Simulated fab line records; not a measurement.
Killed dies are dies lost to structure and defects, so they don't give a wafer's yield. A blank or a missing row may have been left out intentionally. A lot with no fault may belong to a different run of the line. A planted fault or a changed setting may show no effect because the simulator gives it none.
fab line records -- flow sky130
record lots=12, wafers=36, last_day=50
route steps=708 shown VIA2@510 VIA3@597 METAL4@601 PAD_OPEN@708
lots with no fault: from the same line, run without faults
start_h: hours from the record's first day to the start of the lot's first wafer shown -- wait_h: hours since the lot's step before -- " same as the row above -- L1.1+2: a single row standing in for several wafers -- - value missing, or start not given -- * or withheld: withheld -- < > ~ a bound
route shown NAME@n: names a module that has steps shown in the file, with the first one's number in the route -- usual: the fault-free wafers' mean and standard deviation -- same: alike in all rows -- chamber/n: place in a boat -- sites: each site's reading -- _std_site: their standard deviation -- _edge_site: mean of outer sites minus mean of inner sites -- radius_mm: how far each site lies from the wafer's centre -- mask NAME#n: copy n -- behind: the last tool/chamber to shape the wafer -- hold: reason for holding the lot/hours on hold/outcome of the hold -- device: the transistor (n, p or np) that didn't switch -- end of line: at the end of the route, the tests of the same wafers -- a step given without rows: its recipe and nothing more -- killed: count of dies lost to structure and defects at first sort (not the wafer's yield) -- map: per-die view of a wafer (x killed, . not killed, _ where there is no die)
set.NAME: the setting the step ran with; set.NAME@STEP: the setting that earlier step ran with -- model.NAME: the simulator's own value behind a step, which no gauge read
the route's steps for a sample of lots (tables are steps, rows are wafers)
services: a tool's chamber out of use, with start hour (start_h, from the record's first day; less than 0 if before it), hours out, and reason
## steps
# step SKY_VIA2_BOW_MEAS_03
# recipe mode=bow
# usual VIA2_BOW=85/7.6
lot.wafer,tool,chamber,start_h,wait_h,VIA2_BOW[um]
L469.2,film_metro-01,-,830.14,0.2,81
L469.4,film_metro-01,-,830.14,0.2,68
L469.5,film_metro-01,-,830.14,0.2,82
L470.4,film_metro-02,-,838.55,0.3,93
L470.5,film_metro-02,-,838.55,0.3,94
L470.6,film_metro-02,-,838.55,0.3,91
L476.1,film_metro-02,-,889.55,0.1,76
L476.4,film_metro-02,-,889.55,0.1,77
L476.6,film_metro-02,-,889.55,0.1,85
L477.4,film_metro-02,-,896.19,0.2,76
L477.5,film_metro-02,-,896.19,0.2,81
L477.6,film_metro-02,-,896.19,0.2,97
L480.1,film_metro-02,-,917.82,0.1,87
L480.2,film_metro-02,-,917.82,0.1,90
L480.6,film_metro-02,-,917.82,0.1,96
L481.1,film_metro-03,-,927.03,0.1,77
L481.5,film_metro-03,-,927.03,0.1,88
L481.6,film_metro-03,-,927.03,0.1,77
L484.1,film_metro-02,-,949.38,0.2,98
L484.5,film_metro-02,-,949.38,0.2,90
L484.6,film_metro-02,-,949.38,0.2,100
L485.1,film_metro-02,-,958.43,0.1,87
L485.3,film_metro-02,-,958.43,0.1,96
L485.5,film_metro-02,-,958.43,0.1,88
L486.1,film_metro-03,-,960.13,0.1,81
L486.4,film_metro-03,-,960.13,0.1,77
L486.6,film_metro-03,-,960.13,0.1,89
L487.2,film_metro-01,-,969.38,0.3,99
L487.3,film_metro-01,-,969.38,0.3,88
L487.5,film_metro-01,-,969.38,0.3,82
L488.2,film_metro-02,-,971.00,0.1,84
L488.5,film_metro-02,-,971.00,0.1,91
L488.6,film_metro-02,-,971.00,0.1,96
L490.2,film_metro-02,-,987.03,0.2,79
L490.3,film_metro-02,-,987.03,0.2,79
L490.6,film_metro-02,-,987.03,0.2,79
# step SKY_VIA2_CD_MEAS_12
# recipe target_cd_nm=200
# usual cd_nm=200.2/1.5
lot.wafer,tool,chamber,start_h,wait_h,cd_nm
L469.2,cd_sem-02,-,856.24,-,200.0
L469.4,cd_sem-02,-,856.24,-,201.5
L469.5,cd_sem-02,-,856.24,-,199.0
L470.4,cd_sem-02,-,864.83,-,201.7
L470.5,cd_sem-02,-,864.83,-,202.1
L470.6,cd_sem-02,-,864.83,-,200.8
L476.1,cd_sem-01,-,914.12,-,201.9
L476.4,cd_sem-01,-,914.12,-,201.7
L476.6,cd_sem-01,-,914.12,-,202.9
L477.4,cd_sem-02,-,921.03,-,200.6
L477.5,cd_sem-02,-,921.03,-,200.5
L477.6,cd_sem-02,-,921.03,-,200.1
L480.1,cd_sem-01,-,942.27,-,200.2
L480.2,cd_sem-01,-,942.27,-,198.4
L480.6,cd_sem-01,-,942.27,-,200.7
L481.1,cd_sem-02,-,951.98,-,201.0
L481.5,cd_sem-02,-,951.98,-,200.4
L481.6,cd_sem-02,-,951.98,-,201.5
L484.1,cd_sem-02,-,974.17,-,199.2
L484.5,cd_sem-02,-,974.17,-,197.1
L484.6,cd_sem-02,-,974.17,-,198.0
L485.1,cd_sem-01,-,982.12,-,201.5
L485.3,cd_sem-01,-,982.12,-,202.5
L485.5,cd_sem-01,-,982.12,-,201.5
L486.1,cd_sem-01,-,983.92,-,198.5
L486.4,cd_sem-01,-,983.92,-,197.5
L486.6,cd_sem-01,-,983.92,-,199.4
L487.2,cd_sem-01,-,993.24,-,199.6
L487.3,cd_sem-01,-,993.24,-,200.0
L487.5,cd_sem-01,-,993.24,-,199.8
L488.2,cd_sem-01,-,993.94,-,200.2
L488.5,cd_sem-01,-,993.94,-,200.9
L488.6,cd_sem-01,-,993.94,-,198.7
L490.2,cd_sem-02,-,1009.20,-,197.5
L490.3,cd_sem-02,-,1009.20,-,195.9
L490.6,cd_sem-02,-,1009.20,-,196.4
# step SKY_VIA3_CMP_24
# recipe stop_on=SiO2, t_overpolish_s=20, down_force_psi=3.5, platen_rpm=60, target_thk_nm=0, pad_velocity_m_s=0.94248
# usual motor_current_A=10.8/1.4, overpolish_run_s=19.999/0.0087, time_to_endpoint_s=93/3.1
lot.wafer,tool,chamber,start_h,wait_h,motor_current_A,overpolish_run_s,time_to_endpoint_s
L469.4,cmp-01,0,935.43,0.1,9.0,20.005,88
L469.2,cmp-01,1,935.43,0.1,14.0,19.988,95
L469.5,cmp-01,0,935.43,0.1,9.0,19.998,97
L470.4,cmp-02,3,943.92,0.2,11.1,19.992,95
L470.6,cmp-02,0,943.92,0.2,11.9,19.997,92
L470.5,cmp-02,1,943.92,0.2,9.1,19.993,88
L476.1,cmp-02,3,992.26,0.1,11.0,20.023,100
L476.4,cmp-02,0,992.26,0.1,11.5,20.011,94
L476.6,cmp-02,3,992.26,0.1,11.5,19.989,99
L477.4,cmp-01,3,997.29,0.1,10.0,19.993,97
L477.6,cmp-01,2,997.29,0.1,11.0,19.996,93
L477.5,cmp-01,3,997.29,0.1,10.7,19.995,93
L480.2,cmp-02,2,1018.29,0.1,10.8,19.988,93
L480.1,cmp-02,0,1018.29,0.1,11.7,20.008,96
L480.6,cmp-02,1,1018.29,0.1,8.3,20.004,94
L481.1,cmp-02,2,1027.82,0.3,11.3,19.989,87
L481.6,cmp-02,0,1027.82,0.3,11.6,19.991,88
L481.5,cmp-02,1,1027.82,0.3,9.0,19.991,92
L484.1,cmp-02,1,1048.21,0.1,8.8,19.987,98
L484.6,cmp-02,0,1048.21,0.1,11.5,19.995,94
L484.5,cmp-02,1,1048.21,0.1,8.5,19.993,96
L485.1,cmp-02,3,1056.77,0.1,11.4,20.002,100
L485.3,cmp-02,1,1056.77,0.1,8.4,19.995,94
L485.5,cmp-02,0,1056.77,0.1,10.9,20.012,92
L486.4,cmp-01,2,1057.38,0.1,11.8,19.994,89
L486.1,cmp-01,3,1057.38,0.1,10.0,20.013,85
L486.6,cmp-01,1,1057.38,0.1,13.9,19.991,89
L487.2,cmp-02,0,1065.96,0.0,11.5,20.008,91
L487.3,cmp-02,3,1065.96,0.0,11.7,20.003,95
L487.5,cmp-02,1,1065.96,0.0,8.8,19.980,93
L488.2,cmp-02,0,1067.06,0.0,11.7,19.997,94
L488.5,cmp-02,0,1067.06,0.0,11.6,19.988,93
L488.6,cmp-02,1,1067.06,0.0,8.6,19.996,94
L490.3,cmp-02,0,1081.36,0.0,11.2,19.998,94
L490.2,cmp-02,3,1081.36,0.0,11.4,19.995,101
L490.6,cmp-02,1,1081.36,0.0,8.6,20.003,97
# step SKY_METAL4_SPUTTER_03
# recipe material=Ti, target_thk_nm=5, power_w=3000, time_s=3.3, chamber_pressure_pa=0.4
# usual cathode_dc_power_W=3000.0/0.58, chamber_pressure_pa=0.4001/0.00084, throttle_valve_pct=30.6/0.85, time_s=3.3/0
lot.wafer,tool,chamber,start_h,wait_h,cathode_dc_power_W,chamber_pressure_pa,throttle_valve_pct,time_s
L469.2,pvd_sputter-02,-,935.77,0.0,2999.5,0.4006,30.5,3.3
L469.4,pvd_sputter-02,-,935.77,0.0,3000.0,0.4004,29.9,3.3
L469.5,pvd_sputter-02,-,935.77,0.0,2999.9,0.3998,30.7,3.3
L470.4,pvd_sputter-03,-,944.15,0.0,3000.8,0.3993,30.0,3.3
L470.5,pvd_sputter-03,-,944.15,0.0,2999.6,0.4004,31.2,3.3
L470.6,pvd_sputter-03,-,944.15,0.0,2999.8,0.4006,30.1,3.3
L476.1,pvd_sputter-02,-,992.59,0.0,-,-,-,-
L476.4,pvd_sputter-02,-,992.59,0.0,-,-,-,-
L476.6,pvd_sputter-02,-,992.59,0.0,-,-,-,-
L477.4,pvd_sputter-02,-,997.63,0.0,-,-,-,-
L477.5,pvd_sputter-02,-,997.63,0.0,-,-,-,-
L477.6,pvd_sputter-02,-,997.63,0.0,-,-,-,-
L480.1,pvd_sputter-01,-,1018.63,0.0,3000.4,0.4006,30.7,3.3
L480.2,pvd_sputter-01,-,1018.63,0.0,3001.2,0.4002,31.6,3.3
L480.6,pvd_sputter-01,-,1018.63,0.0,3000.7,0.3999,31.7,3.3
L481.1,pvd_sputter-03,-,1028.11,0.0,3000.3,0.3991,29.5,3.3
L481.5,pvd_sputter-03,-,1028.11,0.0,3000.2,0.4001,29.7,3.3
L481.6,pvd_sputter-03,-,1028.11,0.0,2999.6,0.4013,30.6,3.3
L484.1,pvd_sputter-01,-,1048.55,0.0,2999.2,0.4000,30.6,3.3
L484.5,pvd_sputter-01,-,1048.55,0.0,2999.6,0.3999,32.0,3.3
L484.6,pvd_sputter-01,-,1048.55,0.0,3001.1,0.4001,30.8,3.3
L485.1,pvd_sputter-02,-,1057.16,0.0,3000.5,0.3991,31.5,3.3
L485.3,pvd_sputter-02,-,1057.16,0.0,2999.4,0.4007,30.6,3.3
L485.5,pvd_sputter-02,-,1057.16,0.0,3000.3,0.4008,31.5,3.3
L486.1,pvd_sputter-03,-,1057.72,0.0,3000.2,0.4016,30.1,3.3
L486.4,pvd_sputter-03,-,1057.72,0.0,3000.0,0.3989,30.8,3.3
L486.6,pvd_sputter-03,-,1057.72,0.0,3000.0,0.3994,31.0,3.3
L487.2,pvd_sputter-01,-,1066.35,0.0,2999.3,0.4005,31.2,3.3
L487.3,pvd_sputter-01,-,1066.35,0.0,2999.8,0.3999,30.9,3.3
L487.5,pvd_sputter-01,-,1066.35,0.0,2999.6,0.4009,31.9,3.3
L488.2,pvd_sputter-02,-,1067.45,0.0,3000.0,0.4003,29.6,3.3
L488.5,pvd_sputter-02,-,1067.45,0.0,3000.8,0.4008,29.9,3.3
L488.6,pvd_sputter-02,-,1067.45,0.0,3000.3,0.4010,30.4,3.3
L490.2,pvd_sputter-02,-,1081.75,0.0,2999.7,0.3993,31.6,3.3
L490.3,pvd_sputter-02,-,1081.75,0.0,3000.2,0.3996,30.3,3.3
L490.6,pvd_sputter-02,-,1081.75,0.0,3000.1,0.4002,30.0,3.3
# step SKY_PAD_OPEN_PROBE_99
# usual defect_limited_yield=82.8/1.8, killed_at_M0_to_M3=43/6.3, killed_at_M4_up=3.1/1.9, killed_at_contacts=24/5.1, killed_at_front_end=14/4.3, killed_at_other=0.3/0.53, killed_dies=85/8.8, killed_open=46/7.1, killed_short=38/5.9, sort_bin_3_pad_short=0.8/0.41, sort_bin_5_function=10.4/1.5, sort_bin_6_memory=6.1/1.1, sort_n_pass=407/8.8, sort_yield_pct=82.8/1.8
# same gross_dies=492, killed_at_back_side=0, sort_bin_4_leakage[%]=0, sort_bin_8_speed[%]=0
lot.wafer,tool,chamber,start_h,wait_h,defect_limited_yield[%],killed_at_M0_to_M3,killed_at_M4_up,killed_at_contacts,killed_at_front_end,killed_at_other,killed_dies,killed_open,killed_short,sort_bin_3_pad_short[%],sort_bin_5_function[%],sort_bin_6_memory[%],sort_n_pass,sort_yield_pct[%]
L476.1,prober-02,-,1127.54,0.1,81.1,53,4,26,10,0,93,52,41,0.8,11.4,6.7,399,81.1
L476.4,prober-02,-,1127.69,0.2,83.7,49,3,13,15,0,80,47,32,0.8,9.3,6.1,412,83.7
L476.6,prober-02,-,1127.79,0.2,80.7,40,3,32,19,1,95,45,49,0.8,12.6,5.9,397,80.7
L481.1,prober-01,-,1157.00,0.1,83.1,40,1,25,17,0,83,44,39,0.8,10.8,5.3,409,83.1
L481.5,prober-01,-,1157.20,0.2,84.1,33,2,30,12,1,78,45,33,1.0,11.4,3.5,414,84.1
L481.6,prober-01,-,1157.25,0.2,83.5,38,4,23,16,0,81,40,41,1.4,10.8,4.3,411,83.5
L484.1,prober-02,-,1172.55,0.1,83.7,41,1,21,16,1,80,46,33,0.6,9.3,6.3,412,83.7
L484.5,prober-02,-,1172.75,0.2,83.9,39,1,26,12,1,79,35,43,0.4,11.8,3.9,413,83.9
L484.6,prober-02,-,1172.80,0.2,83.5,41,3,19,17,1,81,35,46,0.8,10.8,4.9,411,83.5
L485.1,prober-01,-,1179.32,0.1,85.6,44,4,13,10,0,71,36,35,1.0,7.9,5.5,421,85.6
L485.3,prober-01,-,1179.42,0.2,82.9,40,3,25,16,0,84,40,44,0.2,8.9,7.9,408,82.9
L485.5,prober-01,-,1179.52,0.2,84.3,33,3,24,17,0,77,45,32,0.8,10.2,4.7,415,84.3
L486.1,prober-02,-,1180.79,0.1,85.8,36,3,22,9,0,70,42,28,0.6,8.3,5.3,422,85.8
L486.4,prober-02,-,1180.94,0.2,82.3,44,1,23,19,0,87,49,38,0,11.6,6.1,405,82.3
L486.6,prober-02,-,1181.04,0.2,83.1,47,3,19,14,0,83,47,36,0.8,9.6,6.5,409,83.1
L487.2,prober-01,-,1186.45,0.1,84.8,28,10,23,14,0,75,35,39,0.4,10.4,4.5,417,84.8
L487.3,prober-01,-,1186.50,0.2,80.7,51,2,25,17,0,95,54,40,0.6,13.6,5.1,397,80.7
L487.5,prober-01,-,1186.60,0.2,80.3,55,3,24,14,1,97,52,44,0.8,10.2,8.7,395,80.3
# killed by level:class
L476.1 VIA1:geometric_particle:open=13 CONTACT:geometric_particle:open=11 METAL1:geometric_particle:short=9 METAL2:geometric_particle:short=9 VIA2:geometric_particle:open=8 FIELD_ISO:geometric_particle:open=5 LOCAL_INTERCONNECT:geometric_particle:short=5 LI_CONTACT:geometric_particle:open=5
L476.4 VIA1:geometric_particle:open=13 VIA1:geometric_particle:short=8 CONTACT:geometric_particle:open=8 VIA2:geometric_particle:open=6 METAL1:geometric_particle:short=6 FIELD_ISO:geometric_particle:open=5 VIA2:geometric_particle:short=5 POLY_GATE:geometric_particle:short=4
L476.6 LI_CONTACT:geometric_particle:open=10 CONTACT:geometric_particle:open=10 METAL1:geometric_particle:short=10 VIA1:geometric_particle:open=8 POLY_GATE:geometric_particle:short=6 VIA3:geometric_particle:open=6 LOCAL_INTERCONNECT:geometric_particle:short=6 FIELD_ISO:geometric_particle:short=5
L481.1 VIA1:geometric_particle:open=12 CONTACT:geometric_particle:short=9 FIELD_ISO:geometric_particle:open=7 CONTACT:geometric_particle:open=7 VIA2:geometric_particle:open=6 FIELD_ISO:geometric_particle:short=5 VIA3:geometric_particle:short=4 LI_CONTACT:geometric_particle:open=4
L481.5 LI_CONTACT:geometric_particle:open=12 CONTACT:geometric_particle:open=8 VIA1:geometric_particle:open=7 METAL2:geometric_particle:short=5 LOCAL_INTERCONNECT:geometric_particle:short=4 CONTACT:geometric_particle:short=4 METAL1:geometric_particle:short=4 FIELD_ISO:geometric_particle:open=3
L481.6 VIA3:geometric_particle:open=8 CONTACT:geometric_particle:open=5 LI_CONTACT:geometric_particle:open=5 VIA1:geometric_particle:short=5 METAL2:geometric_particle:short=5 VIA2:geometric_particle:open=5 POLY_GATE:geometric_particle:short=4 LI_CONTACT:geometric_particle:short=4
L484.1 VIA1:geometric_particle:open=10 LI_CONTACT:geometric_particle:open=7 CONTACT:geometric_particle:open=7 VIA3:geometric_particle:open=7 VIA2:geometric_particle:open=6 FIELD_ISO:geometric_particle:short=5 POLY_GATE:geometric_particle:short=4 LOCAL_INTERCONNECT:geometric_particle:short=4
L484.5 VIA1:geometric_particle:open=12 VIA3:geometric_particle:open=7 FIELD_ISO:geometric_particle:short=6 LI_CONTACT:geometric_particle:short=6 LI_CONTACT:geometric_particle:open=6 CONTACT:geometric_particle:short=5 LOCAL_INTERCONNECT:geometric_particle:short=5 METAL2:geometric_particle:short=5
L484.6 VIA1:geometric_particle:open=9 METAL2:geometric_particle:short=8 LI_CONTACT:geometric_particle:open=6 CONTACT:geometric_particle:short=6 METAL1:geometric_particle:short=5 VIA1:geometric_particle:short=5 FIELD_ISO:geometric_particle:short=4 POLY_GATE:geometric_particle:short=4
L485.1 VIA1:geometric_particle:open=7 METAL2:geometric_particle:short=7 METAL1:geometric_particle:short=7 VIA1:geometric_particle:short=5 VIA3:geometric_particle:open=5 LOCAL_INTERCONNECT:geometric_particle:short=4 FIELD_ISO:geometric_particle:open=3 LI_CONTACT:geometric_particle:open=3
L485.3 CONTACT:geometric_particle:open=9 FIELD_ISO:geometric_particle:short=7 VIA1:geometric_particle:open=7 LI_CONTACT:geometric_particle:open=7 VIA1:geometric_particle:short=7 VIA3:geometric_particle:open=6 POLY_GATE:geometric_particle:short=5 VIA2:geometric_particle:open=5
L485.5 CONTACT:geometric_particle:open=11 VIA2:geometric_particle:open=7 VIA1:geometric_particle:open=6 FIELD_ISO:geometric_particle:open=4 FIELD_ISO:geometric_particle:short=4 LI_CONTACT:geometric_particle:open=4 VIA3:geometric_particle:open=4 METAL2:geometric_particle:short=4
L486.1 VIA1:geometric_particle:open=11 CONTACT:geometric_particle:open=7 LI_CONTACT:geometric_particle:open=6 VIA3:geometric_particle:open=5 CONTACT:geometric_particle:short=4 METAL1:geometric_particle:short=4 METAL3:geometric_particle:short=4 VIA3:geometric_particle:short=4
L486.4 VIA1:geometric_particle:open=9 CONTACT:geometric_particle:short=7 LI_CONTACT:geometric_particle:open=7 VIA2:geometric_particle:open=7 METAL2:geometric_particle:short=6 VIA3:geometric_particle:open=6 CONTACT:geometric_particle:open=6 POLY_GATE:geometric_particle:short=5
L486.6 VIA1:geometric_particle:open=13 CONTACT:geometric_particle:open=9 METAL1:geometric_particle:short=7 VIA2:geometric_particle:open=7 VIA3:geometric_particle:open=7 POLY_GATE:geometric_particle:open=5 LOCAL_INTERCONNECT:geometric_particle:short=4 METAL2:geometric_particle:short=4
L487.2 CONTACT:geometric_particle:open=12 METAL4:geometric_particle:short=8 VIA1:geometric_particle:short=6 POLY_GATE:geometric_particle:open=4 CONTACT:geometric_particle:short=4 VIA1:geometric_particle:open=4 VIA2:geometric_particle:open=4 VIA3:geometric_particle:short=4
L487.3 METAL1:geometric_particle:short=11 LI_CONTACT:geometric_particle:open=11 CONTACT:geometric_particle:open=10 VIA1:geometric_particle:open=9 VIA2:geometric_particle:open=6 FIELD_ISO:geometric_particle:short=5 VIA3:geometric_particle:open=5 VIA3:geometric_particle:short=5
L487.5 VIA1:geometric_particle:open=10 VIA3:geometric_particle:open=9 VIA1:geometric_particle:short=9 LI_CONTACT:geometric_particle:open=7 VIA2:geometric_particle:open=7 FIELD_ISO:geometric_particle:open=6 CONTACT:geometric_particle:short=5 METAL1:geometric_particle:short=5
## services
tool,chamber,start_h,hours,kind
cmp-01,-,912.11,4.0,pm
cmp-01,-,916.11,-,consumable_replace:conditioner
cmp-01,-,916.11,-,consumable_replace:pad
cmp-02,-,936.03,0.7,repair
pvd_sputter-03,-,1016.42,6.8,repair
pvd_sputter-01,-,1020.79,7.9,repair
cmp-01,-,1049.54,2.5,repair
cmp-02,-,1050.85,4.0,repair
cmp-02,-,1055.54,0.9,repair
cmp-02,-,1077.05,0.3,repair
## key
first_sign step=SKY_METAL4_SPUTTER_03, reading=tool_record, direction=missing
effect none on later readings
met_at SKY_METAL4_SPUTTER_03
struck_lots L476,L477
not_acting_at SKY_VIA2_BOW_MEAS_03,SKY_VIA2_CD_MEAS_12,SKY_VIA3_CMP_24
onset_between 935.77 992.59
fault kind=skipped_step_whole, tool=pvd_sputter-02, chamber=-, onset_h=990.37, steps=SKY_METAL4_SPUTTER_03, scope=struck_lots_only
